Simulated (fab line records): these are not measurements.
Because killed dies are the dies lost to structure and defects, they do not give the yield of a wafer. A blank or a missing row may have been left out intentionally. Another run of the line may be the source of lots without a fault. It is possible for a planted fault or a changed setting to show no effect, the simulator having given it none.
What tool caused it? / flow sky130 / 15 lots, 45 wafers sampled, at 2 steps of a route of 708

== WHAT THE GAUGES SHOWED, per wafer ==
SKY_VIA3_OVL_MEAS_13. Usual: VIA3_OVL gives -2 nm (standard deviation 5).
lot=L395; measured=day 39 18:23; on=overlay-02; VIA3_OVL (nm)=-5 -7 -8; flag=
lot=L397; measured=day 40 04:31; on=overlay-01; VIA3_OVL (nm)=-4 1 -9; flag=
lot=L396; measured=day 40 05:18; on=overlay-02; VIA3_OVL (nm)=1 -2 -4; flag=
lot=L400; measured=day 41 04:12; on=overlay-02; VIA3_OVL (nm)=-3 -3 -4; flag=
lot=L401; measured=day 41 08:28; on=overlay-02; VIA3_OVL (nm)=-6 -3 -4; flag=
lot=L403; measured=day 42 04:09; on=overlay-02; VIA3_OVL (nm)=-8 -8 -6; flag=
lot=L404; measured=day 42 08:05; on=overlay-01; VIA3_OVL (nm)=-6 0 -2; flag=
lot=L408; measured=day 43 09:35; on=overlay-01; VIA3_OVL (nm)=4 1 7; flag=
lot=L409; measured=day 43 19:16; on=overlay-02; VIA3_OVL (nm)=0 -5 -8; flag=
lot=L410; measured=day 44 14:59; on=overlay-01; VIA3_OVL (nm)=11 9 0; flag=
lot=L411; measured=day 44 16:28; on=overlay-01; VIA3_OVL (nm)=-6 -8 -6; flag=
lot=L415; measured=day 45 13:52; on=overlay-02; VIA3_OVL (nm)=-7 -6 -1; flag=
lot=L414; measured=day 45 15:20; on=overlay-01; VIA3_OVL (nm)=-8 -7 -6; flag=
lot=L417; measured=day 45 19:12; on=overlay-01; VIA3_OVL (nm)=2 -2 -2; flag=
lot=L418; measured=day 45 23:05; on=overlay-01; VIA3_OVL (nm)=-3 -10 -12; flag=

== WHAT TOOL EACH LOT RAN ON (gives the tool, then ch and the chambers of the sampled wafers, and finally the start) ==
lot=L395; SKY_METAL3_STRIP_19=plasma asher-01 ch 0,1, day 38 16:03
lot=L397; SKY_METAL3_STRIP_19=plasma asher-02 ch 0,1, day 39 02:08
lot=L396; SKY_METAL3_STRIP_19=plasma asher-01 ch 0,1, day 39 02:31
lot=L400; SKY_METAL3_STRIP_19=plasma asher-01 ch 0,1, day 40 02:39
lot=L401; SKY_METAL3_STRIP_19=plasma asher-02 ch 0,1, day 40 07:22
lot=L403; SKY_METAL3_STRIP_19=plasma asher-01 ch 0,1, day 41 03:18
lot=L404; SKY_METAL3_STRIP_19=plasma asher-03 ch 0,1, day 41 07:14
lot=L408; SKY_METAL3_STRIP_19=plasma asher-03 ch 0,1, day 42 09:09
lot=L409; SKY_METAL3_STRIP_19=plasma asher-01 ch 0,1, day 42 19:07
lot=L410; SKY_METAL3_STRIP_19=plasma asher-02 ch 0,1, day 43 15:26
lot=L411; SKY_METAL3_STRIP_19=plasma asher-02 ch 0,1, day 43 16:51
lot=L415; SKY_METAL3_STRIP_19=plasma asher-03 ch 0,1, day 44 14:45
lot=L414; SKY_METAL3_STRIP_19=plasma asher-01 ch 0,1, day 44 16:28
lot=L417; SKY_METAL3_STRIP_19=plasma asher-01 ch 0,1, day 44 19:59
lot=L418; SKY_METAL3_STRIP_19=plasma asher-03 ch 0,1, day 45 00:28
- SKY_METAL3_STRIP_19: strips in O2/N2.

== WHAT THE TOOLS THEMSELVES READ (means of the sampled wafers that have a number; where no wafer has one, the mark that the record gives instead) ==
SKY_METAL3_STRIP_19. Usual: drypump motor current A 5.7 A, standard deviation 0.56; oes product au 0.502 a.u., standard deviation 0.0057; strip time to endpoint s 6.55 s, standard deviation 0.095.
lot=L395; tool=plasma asher-01; drypump motor current A (A)=5.3; oes product au (a.u.)=0.504; strip time to endpoint s (s)=6.53; flag=
lot=L397; tool=plasma asher-02; drypump motor current A (A)=5.8; oes product au (a.u.)=0.496; strip time to endpoint s (s)=6.54; flag=
lot=L396; tool=plasma asher-01; drypump motor current A (A)=5.3; oes product au (a.u.)=0.502; strip time to endpoint s (s)=6.50; flag=
lot=L400; tool=plasma asher-01; drypump motor current A (A)=5.3; oes product au (a.u.)=0.496; strip time to endpoint s (s)=6.43; flag=
lot=L401; tool=plasma asher-02; drypump motor current A (A)=5.8; oes product au (a.u.)=0.502; strip time to endpoint s (s)=6.57; flag=
lot=L403; tool=plasma asher-01; drypump motor current A (A)=5.3; oes product au (a.u.)=0.513; strip time to endpoint s (s)=6.72; flag=
lot=L404; tool=plasma asher-03; drypump motor current A (A)=5.6; oes product au (a.u.)=0.503; strip time to endpoint s (s)=6.55; flag=
lot=L408; tool=plasma asher-03; drypump motor current A (A)=5.7; oes product au (a.u.)=0.495; strip time to endpoint s (s)=6.47; flag=
lot=L409; tool=plasma asher-01; drypump motor current A (A)=5.8; oes product au (a.u.)=0.503; strip time to endpoint s (s)=6.50; flag=
lot=L410; tool=plasma asher-02; drypump motor current A (A)=5.8; oes product au (a.u.)=0.500; strip time to endpoint s (s)=6.49; flag=
lot=L411; tool=plasma asher-02; drypump motor current A (A)=5.8; oes product au (a.u.)=0.500; strip time to endpoint s (s)=6.51; flag=
lot=L415; tool=plasma asher-03; drypump motor current A (A)=5.6; oes product au (a.u.)=0.503; strip time to endpoint s (s)=6.47; flag=
lot=L414; tool=plasma asher-01; drypump motor current A (A)=5.8; oes product au (a.u.)=0.499; strip time to endpoint s (s)=6.48; flag=
lot=L417; tool=plasma asher-01; drypump motor current A (A)=5.8; oes product au (a.u.)=0.498; strip time to endpoint s (s)=6.52; flag=
lot=L418; tool=plasma asher-03; drypump motor current A (A)=5.7; oes product au (a.u.)=0.506; strip time to endpoint s (s)=6.66; flag=

== THE ANSWER, worked out from the rows above alone ==
Rule: a lot is off if the mean of its wafers that have a number lies more than 3 standard deviations from the usual mean. A lot without any number at a reading at which 4 lots or more have one is off too. The other lots that the step has rows for count as sound. The gauges are gone through in route order, then the tools' own readings, and for those a lot's mean is taken as printed above. The first step at which some lot is off is used, and at that step the reading that is off furthest; a lot without a number counts as furthest.
Nothing can be told from this: no lot is off at any reading shown.

== WHAT WAS PUT IN BY THE SIMULATOR ==
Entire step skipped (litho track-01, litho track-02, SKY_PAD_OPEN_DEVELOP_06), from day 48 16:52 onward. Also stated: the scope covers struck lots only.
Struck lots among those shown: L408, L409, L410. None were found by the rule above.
